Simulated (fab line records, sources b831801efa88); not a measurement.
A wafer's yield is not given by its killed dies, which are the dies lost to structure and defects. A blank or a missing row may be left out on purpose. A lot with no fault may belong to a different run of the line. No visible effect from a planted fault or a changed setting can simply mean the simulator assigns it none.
Comparing a struck lot with a sound one | flow sky130 | 43 out of 708 route steps
Sound: the wafers L422.1, L422.3, L422.6. Wafers L440.2, L440.3, L440.6 were the ones struck. At the end, the cause is stated.
At each step with rows: each side's tool, then ch and its chambers, then its first start. Under that, the readings that differ: sound wafers | struck wafers | difference of the means | sigmas: that difference in standard deviations of wafers without a fault.
alike: readings with means less than 2 such deviations apart, plus words and numbers identical on both sides. not compared: withheld readings, readings lacking a value on some wafer, bounds such as >300 that could conceal the same value, and numbers that have no deviation in the record and whose values overlap.
A row with sigmas, a row that says differs or no value, or rows on one side alone: a step with any of these is where the two part. Numbers that don't overlap but have no deviation are shown without sigmas and don't part them. A reading that every wafer of one side lacks parts them only if that side has two wafers or more.

SKY_FIELD_ISO_THK_MEAS_02:
  sound on film metro-02, day 1 12:37; struck on film metro-02, day 5 05:42
  alike: FIELD_ISO_OXIDATION_00_THK
then, 1 step without rows for these wafers: SKY_FIELD_ISO_CVD_03 (deposits Si3N4 from DCS/NH3, target thk 165 nm, time 2830 s).
SKY_FIELD_ISO_THK_MEAS_04:
  sound on film metro-01, day 1 15:41; struck on film metro-02, day 5 08:40
  alike: FIELD_ISO_CVD_03_THK
then, 8 steps without rows for these wafers: SKY_FIELD_ISO_DEHYDRATE_05 (time 60 s); SKY_FIELD_ISO_HMDS_06 (prime time 60 s); SKY_FIELD_ISO_COAT_07 (resist thk 60 nm); SKY_FIELD_ISO_COAT_08 (resist thk 450 nm); SKY_FIELD_ISO_SOFTBAKE_09 (time 90 s); SKY_FIELD_ISO_EXPOSE_10 (exposes mask FOM, target cd 150 nm); SKY_FIELD_ISO_PEB_11; SKY_FIELD_ISO_DEVELOP_12 (develop time 60 s).
SKY_FIELD_ISO_CD_MEAS_13 targets a cd of 150 nm.
  sound on cd sem-02, day 2 06:26; struck on cd sem-01, day 6 02:28
  reading    | sound             | struck            | difference | sigmas
  cd nm (nm) | 147.0 143.7 147.7 | 148.4 151.0 149.2 | +3.4       | +2
SKY_FIELD_ISO_ETCH_14: etches BARC in N2/H2, stops on SiO2, time 45.9 s, target depth 60 nm.
  sound on rie diel-02 ch 0,1,2, day 2 06:34; struck on rie diel-03 ch 1,3, day 6 02:34
  alike: drypump motor current A, h2 flow sccm, oes product au, throttle valve pct
  not compared: rf hours counter h
SKY_FIELD_ISO_ETCH_15: etches the open film in CHF3/O2, stops on Si, target depth 180 nm, time 72 s.
  sound on rie diel-02 ch 0,1,2, day 2 06:36; struck on rie diel-03 ch 1,3, day 6 02:36
  alike: drypump motor current A, oes product au, throttle valve pct
  not compared: rf hours counter h
SKY_FIELD_ISO_STRIP_16: strips in O2/N2.
  sound on plasma asher-03 ch 0,1, day 2 06:39; struck on plasma asher-03 ch 0, day 6 02:39
  alike: drypump motor current A, oes product au, strip time to endpoint s
  not compared: rf hours counter h
SKY_FIELD_ISO_ETCH_17: etches Si in HBr/Cl2/O2, target depth 342 nm, time 97.7 s.
  sound on rie si-01 ch 0,2,3, day 2 06:45; struck on rie si-01 ch 0,3, day 6 02:45
  alike: drypump motor current A, oes product au, throttle valve pct
  not compared: rf hours counter h
then, 5 steps without rows for these wafers: SKY_FIELD_ISO_WET_ETCH_18 (etches Si3N4 in H3PO4, target depth 25 nm, time 286 s); SKY_FIELD_ISO_CLEAN_19 (cleans in SC1/SC2, time 150 s); SKY_FIELD_ISO_CLEAN_20 (cleans in dHF, time 20 s); SKY_FIELD_ISO_WET_ETCH_21 (etches SiO2 in dHF, target depth 20 nm, time 400 s); SKY_FIELD_ISO_OXIDATION_22 (stabilise 600 s, purge 300 s, target thk 10 nm).
SKY_FIELD_ISO_THK_MEAS_23:
  sound on film metro-01, day 2 09:10; struck on film metro-04, day 6 05:19
  reading                         | sound          | struck            | difference | sigmas
  FIELD_ISO_OXIDATION_01_THK (nm) | 9.49 9.73 9.67 | 10.19 10.12 10.24 | +0.55      | +3
then, 1 step without rows for these wafers: SKY_FIELD_ISO_CVD_24 (deposits SiO2, target thk 595 nm, time 99.2 s).
SKY_FIELD_ISO_THK_MEAS_25:
  sound on film metro-04, day 2 09:17; struck on film metro-01, day 6 05:27
  alike: FIELD_ISO_CVD_24_THK
then, 1 step without rows for these wafers: SKY_FIELD_ISO_ANNEAL_26 (time 1800 s).
SKY_FIELD_ISO_CMP_27: polishes, stops on Si3N4, t overpolish 16 s, target thk 457.8 nm.
  sound on cmp-02 ch 0,3, day 2 11:30; struck on cmp-01 ch 0,1,2, day 6 08:18
  alike: motor current A, overpolish run s, retaining ring pressure frac, time to endpoint s
then, 5 steps without rows for these wafers: SKY_FIELD_ISO_WET_ETCH_28 (etches SiO2 in dHF, target depth 23.7 nm, time 47 s); SKY_FIELD_ISO_WET_ETCH_29 (etches Si3N4 in H3PO4, target depth 160 nm, time 1825 s); SKY_FIELD_ISO_WET_ETCH_30 (etches SiO2 in dHF, target depth 25 nm, time 50 s); SKY_NWELL_CLEAN_00 (cleans in SC1/SC2, time 150 s); SKY_NWELL_OXIDATION_01 (stabilise 600 s, purge 300 s, target thk 10 nm).
SKY_NWELL_THK_MEAS_02:
  sound on film metro-04, day 2 14:02; struck on film metro-04, day 6 10:58
  alike: NWELL_OXIDATION_THK
then, 8 steps without rows for these wafers: SKY_DNWELL_DEHYDRATE_00 (time 60 s); SKY_DNWELL_HMDS_01 (prime time 60 s); SKY_DNWELL_COAT_02 (resist thk 3000 nm); SKY_DNWELL_SOFTBAKE_03; SKY_DNWELL_EXPOSE_04 (exposes mask DNM, target cd 3000 nm); SKY_DNWELL_PEB_05; SKY_DNWELL_DEVELOP_06 (develop time 60 s); SKY_DNWELL_IMPLANT_07.
SKY_DNWELL_STRIP_08: strips in O2/N2.
  sound on plasma asher-02 ch 0, day 3 05:23; struck on plasma asher-02 ch 0,1, day 7 07:02
  alike: drypump motor current A, oes product au, strip time to endpoint s
  not compared: rf hours counter h
SKY_DNWELL_TW_MEAS_09:
  sound on film metro-02, day 3 05:29; struck on film metro-04, day 7 07:09
  reading   | sound          | struck         | difference | sigmas
  DNWELL_TW | 1109 1115 1112 | 1127 1124 1131 | +15        | +2
-- the record jumps here: 43 days lie between the struck wafers' starts before and after (it left off in module DNWELL and takes up again in module PAD_OPEN, whose first step shown is number 708 of the route) --
SKY_PAD_OPEN_PROBE_99:
  rows exist in the record for the struck wafers here (prober-02, day 50 06:21), but not for the sound ones

WHERE THEY PART
Last at SKY_PAD_OPEN_PROBE_99 as far as this record goes, first at SKY_FIELD_ISO_CD_MEAS_13.

WHY: the cause the simulator had injected
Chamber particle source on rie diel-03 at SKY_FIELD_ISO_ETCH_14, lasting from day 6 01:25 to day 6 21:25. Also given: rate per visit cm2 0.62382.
